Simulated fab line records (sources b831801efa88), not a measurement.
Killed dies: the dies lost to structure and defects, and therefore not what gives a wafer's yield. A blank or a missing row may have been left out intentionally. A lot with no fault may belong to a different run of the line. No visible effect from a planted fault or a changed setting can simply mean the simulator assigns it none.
Which tool is to blame? -- flow sky130 -- 33 wafers from 11 lots sampled at 6 of the route's 708 steps

WHAT THE GAUGES SHOWED, per wafer
SKY_CAPM_THK_MEAS_01.
lot,measured,on,CAPM_CVD_00_THK (nm)
L292,day 37 22:54,filmMetro-03,15.41 15.45 15.84
L293,day 38 05:34,filmMetro-01,15.23 15.50 15.34
L294,day 38 09:08,filmMetro-03,15.43 15.19 15.70
L296,day 38 18:45,filmMetro-03,15.14 15.35 15.01
L302,day 40 01:45,filmMetro-03,15.41 15.07 15.45
L303,day 40 11:17,filmMetro-01,15.19 15.26 15.44
L306,day 41 04:05,filmMetro-01,15.24 15.13 15.18
L307,day 41 17:47,filmMetro-01,15.24 15.32 15.30
L308,day 41 18:45,filmMetro-01,15.06 15.27 15.14
L310,day 42 06:14,filmMetro-02,15.71 15.52 15.80
L311,day 42 18:46,filmMetro-03,15.30 15.29 15.69

SKY_CAPM_RS_MEAS_03: a four-point-probe measurement.
lot,measured,on,CAPM_TIN_RS (ohm/sq)
L292,day 37 23:07,filmMetro-01,6.87 6.94 6.82
L293,day 38 05:44,filmMetro-02,6.73 6.82 6.79
L294,day 38 09:18,filmMetro-01,6.89 6.93 6.93
L296,day 38 18:57,filmMetro-02,6.72 6.75 6.85
L302,day 40 01:55,filmMetro-01,6.80 7.26 6.71 6.79 7.25 6.73
L303,day 40 11:28,filmMetro-03,6.97 6.95 6.98
L306,day 41 04:15,filmMetro-03,6.95 6.92 6.86
L307,day 41 17:58,filmMetro-03,6.84 6.83 6.84
L308,day 41 18:55,filmMetro-01,6.96 6.95 6.90
L310,day 42 06:25,filmMetro-03,6.92 6.95 6.86
L311,day 42 18:56,filmMetro-03,7.07 7.01 7.07

SKY_CAPM_THK_MEAS_04: measures by xrf.
lot,measured,on,CAPM_TIN_THK (nm)
L292,day 37 23:13,filmMetro-01,204.1 201.8 204.6
L293,day 38 05:51,filmMetro-02,207.3 204.6 204.3
L294,day 38 09:25,filmMetro-01,203.9 202.6 201.9
L296,day 38 19:02,filmMetro-02,206.6 206.0 203.0
L302,day 40 02:20,filmMetro-01,205.9 194.2 208.1
L303,day 40 11:35,filmMetro-03,201.8 202.7 201.2
L306,day 41 04:22,filmMetro-03,202.7 204.0 205.1
L307,day 41 18:05,filmMetro-03,205.7 206.9 206.2
L308,day 41 19:02,filmMetro-01,201.6 201.9 203.5
L310,day 42 06:32,filmMetro-03,203.2 202.1 204.8
L311,day 42 19:03,filmMetro-03,199.5 200.1 200.1

SKY_CAPM_OVL_MEAS_12.
lot,measured,on,CAPM_OVL (nm)
L292,day 38 23:31,overlay-01,-2.4 0.1 -4.7
L293,day 39 06:00,overlay-02,1.5 2.3 2.2
L294,day 39 09:38,overlay-01,2.1 1.2 0.0
L296,day 39 19:37,overlay-01,0.2 1.7 3.2
L302,day 41 02:02,overlay-02,-0.3 -1.1 -1.9
L303,day 41 11:20,overlay-01,0.6 1.7 -0.6
L306,day 42 03:27,overlay-02,1.5 2.8 1.4
L307,day 42 17:11,overlay-02,0.1 1.0 1.2
L308,day 42 18:27,overlay-01,0.3 -0.4 -1.5
L310,day 43 05:47,overlay-01,0.0 -0.7 -1.0
L311,day 43 17:21,overlay-02,1.2 1.0 2.0

TOOL THAT RAN EACH LOT (tool first, then ch and the chambers of the sampled wafers, then the start)
lot,SKY_METAL3_SPUTTER_04,SKY_CAPM_SPUTTER_02
L292,"pvdSputter-01, day 37 22:49","pvdSputter-04, day 37 22:56"
L293,"pvdSputter-02, day 38 05:29","pvdSputter-03, day 38 05:37"
L294,"pvdSputter-04, day 38 09:04","pvdSputter-03, day 38 09:11"
L296,"pvdSputter-02, day 38 18:39","pvdSputter-03, day 38 18:47"
L302,"pvdSputter-02, day 40 01:41","pvdSputter-03, day 40 01:49"
L303,"pvdSputter-02, day 40 11:13","pvdSputter-04, day 40 11:21"
L306,"pvdSputter-04, day 41 04:01","pvdSputter-02, day 41 04:08"
L307,"pvdSputter-01, day 41 17:43","pvdSputter-04, day 41 17:51"
L308,"pvdSputter-04, day 41 18:41","pvdSputter-02, day 41 18:49"
L310,"pvdSputter-01, day 42 06:10","pvdSputter-02, day 42 06:18"
L311,"pvdSputter-02, day 42 18:41","pvdSputter-04, day 42 18:49"
- SKY_METAL3_SPUTTER_04: material TiN, target thk 70 nm, time 58.3 s.
- SKY_CAPM_SPUTTER_02: material TiN, target thk 200 nm, time 166.7 s.

AS READ BY THE TOOLS THEMSELVES (means over the sampled wafers that have a number; for cases with no such wafer, the mark the record gives instead)
SKY_METAL3_SPUTTER_04.
lot,tool,cathodeDcPowerW (W),throttleValvePct (%)
L292,pvdSputter-01,6500.1,30.3
L293,pvdSputter-02,6500.0,29.9
L294,pvdSputter-04,6500.7,30.4
L296,pvdSputter-02,6501.1,29.5
L302,pvdSputter-02,6500.5,29.4
L303,pvdSputter-02,6498.5,30.4
L306,pvdSputter-04,6499.8,30.3
L307,pvdSputter-01,6501.8,30.3
L308,pvdSputter-04,6500.1,29.1
L310,pvdSputter-01,6500.8,30.4
L311,pvdSputter-02,6500.1,30.0

SKY_CAPM_SPUTTER_02.
lot,tool,cathodeDcPowerW (W),throttleValvePct (%)
L292,pvdSputter-04,6500.3,31.4
L293,pvdSputter-03,6501.1,30.4
L294,pvdSputter-03,6500.1,29.1
L296,pvdSputter-03,6501.1,30.7
L302,pvdSputter-03,6369.6,29.7
L303,pvdSputter-04,6499.3,31.2
L306,pvdSputter-02,6501.6,29.8
L307,pvdSputter-04,6499.9,28.4
L308,pvdSputter-02,6500.6,30.2
L310,pvdSputter-02,6500.5,30.5
L311,pvdSputter-04,6500.9,30.5

THE ANSWER, worked out from the rows above alone
Rule: what is usual is taken from the lots themselves. The widest of any qualifying gaps counts: lots, ordered by their means at a reading, are off when they make up no more than a third of the lots, leave a main group of 4 or more, and stand apart from it by 3 or more times the standard deviation of that group's means. The tables above print the reading to a certain number of digits; a main group whose means all agree to those digits is not used. A lot without any number at a reading at which 4 lots or more have one is off too. Any other lot the step has rows for is counted as sound. After the gauges, taken in route order, come the tools' own readings; for these a lot's mean is taken, as printed above. The first step at which some lot is off is used, and at that step the reading that is off furthest; a lot without a number counts as furthest.
Off at SKY_CAPM_SPUTTER_02 (cathodeDcPowerW): L302. The main group: mean 6500.5 W, standard deviation 0.64.
If a tool, at that step or one of the process steps before it, ran each lot that is off and ran no sound lot following the first of them, it fits. One fits: pvdSputter-03 at SKY_CAPM_SPUTTER_02. A fault onset in the window from L296 (day 38 18:47, its last sound lot) to L302 (day 40 01:49, its first lot off) fits.
On the lots that are off, the tool's own readings at SKY_CAPM_SPUTTER_02 differ by more than 5 times the standard deviation of the sound lots' means, which bears it out; cathodeDcPowerW reads 6369.6 W there versus 6500.5 W on the sound lots.

WHAT THE SIMULATOR HAD PUT IN
Process parameter drift: pvdSputter-03, from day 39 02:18 on, at SKY_CAPM_SPUTTER_02. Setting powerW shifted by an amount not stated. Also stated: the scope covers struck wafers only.
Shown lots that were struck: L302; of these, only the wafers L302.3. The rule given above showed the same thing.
